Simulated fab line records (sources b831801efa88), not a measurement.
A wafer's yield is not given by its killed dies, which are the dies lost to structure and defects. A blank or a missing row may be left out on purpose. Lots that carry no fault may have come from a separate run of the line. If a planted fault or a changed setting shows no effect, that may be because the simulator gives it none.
A struck lot beside a sound one ; flow sfq_line ; 20 steps out of a route of 325
Sound: wafers L654.1, L654.3, L654.5. The struck wafers were L648.1, L648.3, L648.6. Last of all comes the cause.
Each step with rows lists, per side, the tool, then ch with its chambers, then its first start. Under that, the readings that differ: sound wafers ; struck wafers ; difference of the means ; sigmas: that difference in standard deviations of wafers without a fault.
alike: same words and numbers on both sides, and readings whose means sit less than 2 such deviations apart. not compared: any withheld reading, any reading some wafer has no value for, any bound like >300 that may hide the same value, and any number with overlapping values for which the record gives no deviation.
Wherever a step has rows on one side only, a row that says differs or no value, or a row with sigmas, the two part there. When numbers do not overlap yet have no deviation, they are printed without sigmas and do not part them. Lack of a reading on every wafer of one side parts them only where that side has two or more wafers.

first, 3 steps without rows for these wafers: SFQ_TRILAYER_I1_VIA_LITHO_EXPOSE_050 (exposes mask I1, target cd 500 nm); SFQ_TRILAYER_I1_VIA_LITHO_PEB_052 (peb time 60 s); SFQ_TRILAYER_I1_VIA_LITHO_DEVELOP_051 (time 60 s).
SFQ_I1_OVL_MEAS_913:
  sound on overlay-02, day 22 07:53; struck on overlay-01, day 19 14:12
  alike: I1_OVL
SFQ_TRILAYER_I1_VIA_BARC_OPEN_VIA_ETCH_071: etches BARC in O2, target depth 125 nm, time 41.7 s.
  sound on rie_diel-02 ch 1,3, day 22 07:55; struck on rie_diel-02 ch 1,3, day 19 14:14
  alike: drypump_motor_current_A, oes_product_au
  not compared: rf_hours_counter_h
SFQ_TRILAYER_I1_VIA_ETCH_VIA_ETCH_052: etches SiO2 in CHF3, stops on Nb, target depth 260 nm.
  sound on rie_diel-02 ch 1,3, day 22 07:58; struck on rie_diel-02 ch 1,3, day 19 14:16
  alike: drypump_motor_current_A, oes_product_au
SFQ_TRILAYER_I1_VIA_STRIP_STRIP_053: strips in O2.
  sound on rie_metal-02 ch 0,1, day 22 08:04; struck on rie_metal-03 ch 0,1, day 19 14:23
  alike: drypump_motor_current_A, he_backside_leak_sccm, oes_product_au
  not compared: rf_hours_counter_h
then, 2 steps without rows for these wafers: SFQ_TRILAYER_I1_VIA_STRIP_SOLV_CLEAN_054 (cleans in NMP, time 600 s); SFQ_TRILAYER_M2_DEP_PRE_CLEAN_056 (time 22.5 s).
SFQ_TRILAYER_M2_DEP_SPUTTER_055: material Nb, target thk 200 nm, time 133.3 s.
  sound on pvd_sputter-03, day 22 08:52; struck on pvd_sputter-05, day 19 15:11
  alike: base_pressure_pa, throttle_valve_pct
SFQ_M2_RS_MEAS_914: measurement is done with a four-point probe.
  sound on film_metro-03, day 22 08:58; struck on film_metro-04, day 19 15:17
  alike: M2_NB_RS
SFQ_TRILAYER_M2_LITHO_COAT_062: resist thk 62 nm.
  sound on litho_track-02 ch 0, day 22 09:08; struck on litho_track-01 ch 0, day 19 15:28
reading;sound;struck;difference;sigmas
model.BARC_of_TRILAYER_M2_LITHO_COAT_062.thk_nm (nm);62.33 62.15 62.13;58.68 58.76 58.72;-3.48;
  alike: exhaust_pa
then, 5 steps without rows for these wafers: SFQ_TRILAYER_M2_LITHO_COAT_057 (resist thk 600 nm); SFQ_TRILAYER_M2_LITHO_SOFTBAKE_061; SFQ_TRILAYER_M2_LITHO_EXPOSE_058 (exposes mask M2, target cd 500 nm); SFQ_TRILAYER_M2_LITHO_PEB_060 (peb time 60 s); SFQ_TRILAYER_M2_LITHO_DEVELOP_059 (time 60 s).
SFQ_M2_OVL_MEAS_916:
  sound on overlay-02, day 23 14:38; struck on overlay-01, day 20 05:48
  alike: M2_OVL
SFQ_TRILAYER_M2_BARC_OPEN_METAL_ETCH_077: etches BARC in O2, target depth 125 nm, time 41.7 s.
  sound on rie_metal-04 ch 0,1, day 23 14:40; struck on rie_metal-02 ch 0,1, day 20 05:50
reading;sound;struck;difference;sigmas
oes_product_au (a.u.);0.681 0.687 0.690;0.669 0.676 0.675;-0.013;-3
model.etch.depth_nm (nm);62.33 62.15 62.13;58.68 58.76 58.72;-3.48;
  alike: drypump_motor_current_A, he_backside_leak_sccm
  not compared: rf_hours_counter_h
SFQ_TRILAYER_M2_ETCH_METAL_ETCH_060: etches Nb in Cl2/Ar, stops on SiO2, target depth 240 nm, time 120 s.
  sound on rie_metal-04 ch 0,1, day 23 14:44; struck on rie_metal-02 ch 0,1, day 20 05:53
  alike: drypump_motor_current_A, he_backside_leak_sccm, oes_product_au
  not compared: rf_hours_counter_h

WHERE THEY PART
Only at SFQ_TRILAYER_M2_BARC_OPEN_METAL_ETCH_077, as far as this record shows. Later steps at which nothing parts them and some readings are alike: SFQ_TRILAYER_M2_ETCH_METAL_ETCH_060.

WHY: the cause the simulator had injected
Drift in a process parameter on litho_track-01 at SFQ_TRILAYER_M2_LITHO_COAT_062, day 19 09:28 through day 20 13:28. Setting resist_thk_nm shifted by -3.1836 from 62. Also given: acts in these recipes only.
